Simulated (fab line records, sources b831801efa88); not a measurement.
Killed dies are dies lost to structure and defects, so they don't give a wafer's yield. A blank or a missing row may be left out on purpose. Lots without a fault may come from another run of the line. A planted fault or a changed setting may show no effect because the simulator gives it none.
Which tool did it? | flow gf180mcu | 11 lots, 33 wafers sampled, at 2 steps of a route of 602

WHAT THE GAUGES READ, wafer by wafer
GF_M1_OVL_MEAS_15.
lot  | measured     | on         | M1_OVL (nm)
L159 | day 17 05:21 | overlay-02 | 0 -13 -1
L160 | day 17 09:50 | overlay-01 | -6 -2 -8
L161 | day 17 15:13 | overlay-01 | -14 -5 -1
L165 | day 19 08:26 | overlay-02 | -11 -4 1
L166 | day 19 22:41 | overlay-01 | -1 -2 3
L167 | day 20 11:53 | overlay-02 | -6 -8 -6
L170 | day 21 16:26 | overlay-01 | -10 -9 -14
L176 | day 23 11:17 | overlay-02 | -3 -6 -4
L180 | day 24 11:47 | overlay-01 | -6 1 -5
L181 | day 24 23:35 | overlay-01 | 1 -8 -7
L182 | day 25 11:19 | overlay-01 | -9 -1 -7

WHICH TOOL RAN EACH LOT (tool, then ch and the chambers of the sampled wafers, then the start)
lot  | GF_CONTACT_SPUTTER_22
L159 | pvd_sputter-03, day 16 05:52
L160 | pvd_sputter-01, day 16 09:52
L161 | pvd_sputter-03, day 16 15:16
L165 | pvd_sputter-04, day 18 07:46
L166 | pvd_sputter-03, day 18 21:17
L167 | pvd_sputter-04, day 19 11:01
L170 | pvd_sputter-04, day 20 15:37
L176 | pvd_sputter-03, day 22 11:28
L180 | pvd_sputter-04, day 23 13:17
L181 | pvd_sputter-03, day 24 01:20
L182 | pvd_sputter-04, day 24 13:17
- GF_CONTACT_SPUTTER_22: material Ti, target thk 15 nm, time 80.02 s.

THE ANSWER, worked out from the rows above alone
Rule: what is usual is taken from the lots themselves. Put in order of their means at a reading, lots are off if they are a third of the lots or fewer, leave a main group of 4 or more, and stand apart from it by a gap of 3 or more times the standard deviation of the main group's means; of several such gaps the widest counts. A main group whose means are all the same, to the digits that the tables above print for the reading, isn't used. A lot without any number at a reading at which 4 lots or more have one is off too. The other lots that the step has rows for count as sound.
No lot is off at any reading shown: from this, nothing can be told.

WHAT THE SIMULATOR HAD PUT IN
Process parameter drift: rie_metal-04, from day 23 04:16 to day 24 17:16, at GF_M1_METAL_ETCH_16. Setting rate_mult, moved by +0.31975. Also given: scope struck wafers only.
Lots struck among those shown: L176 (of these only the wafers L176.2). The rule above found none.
